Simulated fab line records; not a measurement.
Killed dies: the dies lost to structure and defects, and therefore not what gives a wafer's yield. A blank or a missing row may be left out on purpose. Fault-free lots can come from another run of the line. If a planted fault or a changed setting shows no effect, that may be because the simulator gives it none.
Comparing a struck lot with a sound one -- flow sky130 -- 24 out of 708 route steps
Sound: these wafers, L499.2, L499.3, L499.6. Struck: wafers L515.2, L515.5 (left out: L515.4, a lot-mate that was not struck); the cause follows at the end.
Per side, at each step with rows, come the tool, then ch with its chambers, and then its first start. Under that, the readings that differ: sound wafers -- struck wafers -- difference of the means -- sigmas: that difference in standard deviations of wafers without a fault.
alike: words and numbers the same on both sides, and readings whose means are apart by under 2 such deviations; not compared: readings that were withheld, readings missing a value for some wafer, numbers with overlapping values and no deviation given by the record, and bounds like >300 which may hide the same value.
Wherever a step has rows on one side only, a row that says differs or no value, or a row with sigmas, the two part there. When numbers do not overlap yet have no deviation, they are printed without sigmas and do not part them. A reading that every wafer of one side lacks parts them only if that side has two wafers or more.

SKY_VIA2_CMP_02: polishes SiO2.
  sound on cmp-02 ch 0,1,2, day 36 17:44; struck on cmp-01 ch 1,3, day 41 05:18
  alike: motor-current-A, platen-rpm, slurry-flow-ml-min
SKY_VIA2_BOW_MEAS_03:
  sound: film-metro-01 at day 36 17:57; struck: film-metro-04 at day 41 05:31
reading,sound,struck,difference,sigmas
VIA2_BOW (um),76 72 77,86 99,+18,+2
then, 8 steps without rows for these wafers: SKY_VIA2_DEHYDRATE_04 (time 60 s); SKY_VIA2_HMDS_05 (prime time 60 s); SKY_VIA2_COAT_06 (resist thk 60 nm); SKY_VIA2_COAT_07 (resist thk 450 nm); SKY_VIA2_SOFTBAKE_08 (time 90 s); SKY_VIA2_EXPOSE_09 (exposes mask VIM2, target cd 200 nm); SKY_VIA2_PEB_10; SKY_VIA2_DEVELOP_11 (develop time 60 s).
SKY_VIA2_CD_MEAS_12 targets a cd of 200 nm.
  sound: cd-sem-02 at day 37 20:01; struck: cd-sem-01 at day 42 05:40
  alike: cd-nm
SKY_VIA2_OVL_MEAS_13:
  sound: overlay-02 at day 37 20:08; struck: overlay-01 at day 42 05:47
reading,sound,struck,difference,sigmas
VIA2_OVL (nm),7 9 7,-3 -7,-13,-3
SKY_VIA2_ETCH_14: etches BARC in N2/H2, stops on SiO2, time 45.9 s, target depth 60 nm.
  sound on rie-diel-03 ch 0,1,3, day 37 20:10; struck on rie-diel-01 ch 0,1, day 42 05:49
reading,sound,struck,difference,sigmas
oes-product-au (a.u.),0.853 0.856 0.856,1.001 0.999,+0.145,+32
run-length-s (s),74.5 74.8 73.1,53.0 53.2,-21.0,-37
model.KrF-thick_of_VIA2_COAT_07.thk-nm (nm),392.6 393.9 394.1,414 414.7,+21,
model.etch.depth-nm (nm),60 60.12 59.92,44.36 43.86,-15.90,
model.VIA2.cd-nm (nm),198.5 198.5 200.8,196.5 196.5,-2.8,
  alike: drypump-motor-current-A, throttle-valve-pct
  not compared: rf-hours-counter-h
SKY_VIA2_ETCH_15: etches SiO2 in C4F8/O2/Ar, stops on TiN, target depth 546 nm, time 84 s.
  sound on rie-diel-03 ch 0,1,3, day 37 20:12; struck on rie-diel-01 ch 0,1, day 42 05:51
reading,sound,struck,difference,sigmas
oes-product-au (a.u.),0.938 0.944 0.940,0.370 0.381,-0.565,-99 or more
model.KrF-thick_of_VIA2_COAT_07.thk-nm (nm),283.6 284.7 285.4,302.2 303.6,+18.3,
  alike: run-length-s
  not compared: rf-hours-counter-h
SKY_VIA2_STRIP_16: strips in O2/N2.
  sound on plasma-asher-03 ch 0,1, day 37 20:16; struck on plasma-asher-04 ch 0,1, day 42 05:55
reading,sound,struck,difference,sigmas
strip-time-to-endpoint-s (s),4.049 4.074 4.068,4.241 4.251,+0.182,+9
  alike: drypump-motor-current-A, oes-product-au
  not compared: rf-hours-counter-h
then, 3 steps without rows for these wafers: SKY_VIA2_STRIP_17 (strips in post etch residue remover, time 1200 s); SKY_VIA2_CLEAN_18 (cleans in IPA, time 180 s); SKY_VIA2_CLEAN_19 (cleans in O3/DIW).
SKY_VIA2_SPUTTER_20: material TiN, target thk 20 nm, time 80 s.
  sound: pvd-sputter-03 at day 37 20:58; struck: pvd-sputter-02 at day 42 06:31
  alike: throttle-valve-pct
SKY_VIA2_CVD_21: deposits W, target thk 420 nm, time 126.4 s.
  sound on cvd-w-01 ch 0, day 37 21:02; struck on cvd-w-02 ch 1, day 42 06:34
  alike: heater-power-w
SKY_VIA2_CMP_24: polishes, stops on SiO2, t overpolish 20 s, target thk 0 nm.
  sound on cmp-01 ch 0,2,3, day 37 21:32; struck on cmp-02 ch 2,3, day 42 06:53
  alike: motor-current-A, overpolish-run-s, platen-rpm, slurry-flow-ml-min, time-to-endpoint-s
SKY_METAL3_SPUTTER_00: material Ti, target thk 15 nm, time 10 s.
  sound wafers here have rows in the record (pvd-sputter-02, day 37 21:47); struck ones have none
SKY_METAL3_SPUTTER_01: material TiN, target thk 20 nm, time 16.7 s.
  sound wafers here have rows in the record (pvd-sputter-02, day 37 21:48); struck ones have none
SKY_METAL3_SPUTTER_02: material AlCu, target thk 735 nm, time 39.1 s.
  sound wafers here have rows in the record (pvd-sputter-02, day 37 21:50); struck ones have none

## WHERE THEY PART
Earliest at SKY_VIA2_BOW_MEAS_03; latest, in this record, at SKY_METAL3_SPUTTER_02.

WHY: what had been put in by the simulator
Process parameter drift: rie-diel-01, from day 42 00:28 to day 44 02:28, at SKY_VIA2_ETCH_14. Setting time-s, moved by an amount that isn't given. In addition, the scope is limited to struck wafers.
